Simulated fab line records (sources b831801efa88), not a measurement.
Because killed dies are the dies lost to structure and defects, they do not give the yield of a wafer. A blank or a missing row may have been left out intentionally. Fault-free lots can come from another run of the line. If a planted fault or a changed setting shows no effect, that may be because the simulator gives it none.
Struck lot and sound lot, side by side / flow sfq-line / 18 steps out of a route of 325
Sound: wafers L908.4, L908.5, L908.6. Wafers L916.2, L916.3, L916.4 were the ones struck. The cause is named last.
Order at every step that has rows: each side's tool, ch and its chambers, its first start. Under that, the readings that differ: sound wafers / struck wafers / difference of the means / sigmas: that difference in standard deviations of wafers without a fault.
alike: a reading whose means differ by less than 2 such deviations, as well as words and numbers matching on both sides. not compared: withheld readings; readings where some wafer has no value; bounds like >300 that might hide an equal value; numbers whose values overlap and for which the record gives no deviation.
Wherever a step has rows on one side only, a row that says differs or no value, or a row with sigmas, the two part there. Numbers that don't overlap but have no deviation are shown without sigmas and don't part them. Lack of a reading on every wafer of one side parts them only where that side has two or more wafers.

first, 3 steps without rows for these wafers: SFQ_TRILAYER_R5_LITHO_EXPOSE_137 (exposes mask R5, target cd 500 nm); SFQ_TRILAYER_R5_LITHO_PEB_139 (peb time 60 s); SFQ_TRILAYER_R5_LITHO_DEVELOP_138 (time 60 s).
SFQ_R5_OVL_MEAS_935:
  sound on overlay-02, day 48 01:46; struck on overlay-02, day 51 04:02
  alike: R5_OVL
SFQ_TRILAYER_R5_BARC_OPEN_METAL_ETCH_177: etches BARC in O2, target depth 125 nm, time 41.7 s.
  sound on rie-metal-03 ch 0,1, day 48 01:48; struck on rie-metal-01 ch 0,1, day 51 04:04
  alike: drypump-motor-current-A, oes-product-au
  not compared: rf-hours-counter-h
SFQ_TRILAYER_R5_ETCH_METAL_ETCH_139: etches the open film in Cl2, stops on SiO2, target depth 60 nm, time 40 s.
  sound on rie-metal-03 ch 0,1, day 48 01:52; struck on rie-metal-01 ch 0,1, day 51 04:08
  alike: drypump-motor-current-A, oes-product-au
  not compared: rf-hours-counter-h
SFQ_TRILAYER_R5_STRIP_STRIP_140: strips in O2.
  sound on rie-metal-03 ch 0,1, day 48 02:06; struck on rie-metal-01 ch 0,1, day 51 04:11
  alike: drypump-motor-current-A, oes-product-au
  not compared: rf-hours-counter-h
then, 1 step without rows for these wafers: SFQ_TRILAYER_R5_STRIP_SOLV_CLEAN_141 (cleans in NMP, time 600 s).
SFQ_TRILAYER_A5C_DEP_PECVD_142: deposits SiO2 from SiH4/N2O, time 15.556 s, target thk 70 nm.
  sound on pecvd-01 ch 0,1,2, day 48 02:41; struck on pecvd-01 ch 0,1,2, day 51 05:08
  alike: heater-power-w, throttle-valve-pct
then, 3 steps without rows for these wafers: SFQ_TRILAYER_I5_LITHO_COAT_149 (resist thk 62 nm); SFQ_TRILAYER_I5_LITHO_COAT_144 (resist thk 650 nm); SFQ_TRILAYER_I5_LITHO_SOFTBAKE_148.
SFQ_TRILAYER_I5_LITHO_EXPOSE_145: exposes mask I5, target cd 700 nm.
  sound on krf-scanner-02 ch 0, day 49 19:22; struck on krf-scanner-02 ch 0, day 52 14:32
reading=exposure-dose-mJ-cm2; sound=21.287 21.280 21.277; struck=20.821 20.848 20.849; difference=-0.442; sigmas=-19
  alike: mask, reticle-temp-C
then, 2 steps without rows for these wafers: SFQ_TRILAYER_I5_LITHO_PEB_147 (peb time 60 s); SFQ_TRILAYER_I5_LITHO_DEVELOP_146 (time 60 s).
SFQ_I5_OVL_MEAS_936:
  sound on overlay-01, day 49 20:16; struck on overlay-02, day 52 15:50
  alike: I5_OVL
SFQ_TRILAYER_I5_BARC_OPEN_VIA_ETCH_200: etches BARC in O2, target depth 125 nm, time 41.7 s.
  sound on rie-diel-04 ch 0,2,3, day 49 20:17; struck on rie-diel-04 ch 0,1,2, day 52 15:52
reading=model.I5.cd-nm (nm); sound=699.2 701.2 699.4; struck=697.1 697.1 695.8; difference=-3.3; sigmas=
  alike: drypump-motor-current-A, oes-product-au
  not compared: rf-hours-counter-h
SFQ_TRILAYER_I5_ETCH_VIA_ETCH_147: etches the open film in CHF3, stops on Nb, target depth 360 nm.
  sound on rie-diel-04 ch 0,2,3, day 49 20:20; struck on rie-diel-04 ch 0,1,2, day 52 15:55
  alike: drypump-motor-current-A, oes-product-au

== WHERE THEY PART ==
At SFQ_TRILAYER_I5_LITHO_EXPOSE_145 and nowhere else, as far as this record goes. Later steps at which nothing parts them and some readings are alike: SFQ_I5_OVL_MEAS_936, SFQ_TRILAYER_I5_BARC_OPEN_VIA_ETCH_200, SFQ_TRILAYER_I5_ETCH_VIA_ETCH_147.

WHY: what had been put in by the simulator
Drift in process parameters on krf-scanner-02 at SFQ_TRILAYER_I5_LITHO_EXPOSE_145, starting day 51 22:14. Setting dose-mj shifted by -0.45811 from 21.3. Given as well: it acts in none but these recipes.
